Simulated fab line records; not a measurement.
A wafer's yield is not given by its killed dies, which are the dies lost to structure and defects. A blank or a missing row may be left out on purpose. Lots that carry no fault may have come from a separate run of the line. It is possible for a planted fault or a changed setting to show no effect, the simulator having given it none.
One fault through the eyes of 2 desks / flow sky130 / numbers are kept per desk, each desk with only its own; the story behind them comes last

FOR THE TOOL OWNER'S DESK: implanter-03
For each lot that ran on this tool, the mean over its sampled wafers that have a number, from the tool's own readings at SKY_VT_ADJUST_HVTR_IMPLANT_09. The brackets show how far a lot's mean lies from the usual mean; more than 4 standard deviations puts the lot out of limits, marked OUT.
Columns: A = beam-energy-keV at SKY_VT_ADJUST_HVTR_IMPLANT_09, usual 9.999
lot=L246; first seen here=day 10 12:41; A=9.999
lot=L253; first seen here=day 12 10:19; A=10.174 (+58) OUT
lot=L254; first seen here=day 12 21:24; A=10.171 (+57) OUT
lot=L255; first seen here=day 13 09:25; A=10.177 (+59) OUT
lot=L266; first seen here=day 16 14:20; A=10.002
Finding of this desk: L253, L254, L255 out of limits; the first was L253 at day 12 10:19, on beam-energy-keV at SKY_VT_ADJUST_HVTR_IMPLANT_09. L246, L266: within limits.

AT THE METROLOGY DESK
What the gauges read for every lot (on any tool): the sampled wafers with a number, averaged. The brackets show how far a lot's mean lies from the usual mean; more than 4 standard deviations puts the lot out of limits, marked OUT.
Columns: A = VT_ADJUST_NCORE_TW at SKY_VT_ADJUST_NCORE_TW_MEAS_11, usual 220.1; B = cd-nm at SKY_VT_ADJUST_HVTR_CD_MEAS_07, usual 380.3 nm; C = VT_ADJUST_HVTR_OVL at SKY_VT_ADJUST_HVTR_OVL_MEAS_08, usual -0.7 nm
lot=L244; first seen here=day 9 04:19; A=218.6; B=379.5; C=-1.5
lot=L246; first seen here=day 9 14:13; A=219.1; B=381.0; C=-3.8
lot=L253; first seen here=day 11 09:34; A=220.4; B=380.3; C=0.5
lot=L254; first seen here=day 11 20:53; A=222.7; B=375.2; C=-2.0
lot=L255; first seen here=day 12 08:13; A=222.5; B=380.1; C=-0.4
lot=L261; first seen here=day 13 22:32; A=218.8; B=385.3; C=2.0
lot=L266; first seen here=day 15 10:22; A=218.9; B=375.0; C=0.2
This desk's finding: nothing out of limits on any of the 7 lots.

TAKEN TOGETHER
The tool owner's desk could have raised an alarm at day 12 10:19, on L253, L254, L255.
At the metrology desk, nothing out of limits was observed.
The metrology desk holds a record of L253, L254, L255, inside its limits.
The lots listed all ran SKY_VT_ADJUST_HVTR_IMPLANT_09 on implanter-03.

WHAT HAD BEEN PUT IN BY THE SIMULATOR
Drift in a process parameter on implanter-03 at SKY_VT_ADJUST_HVTR_IMPLANT_09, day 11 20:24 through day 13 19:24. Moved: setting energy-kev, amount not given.
Struck lots among those shown: L253, L254, L255.
Delay in hours, fault start to first out-of-limits reading, by desk: the tool owner's desk at 14.
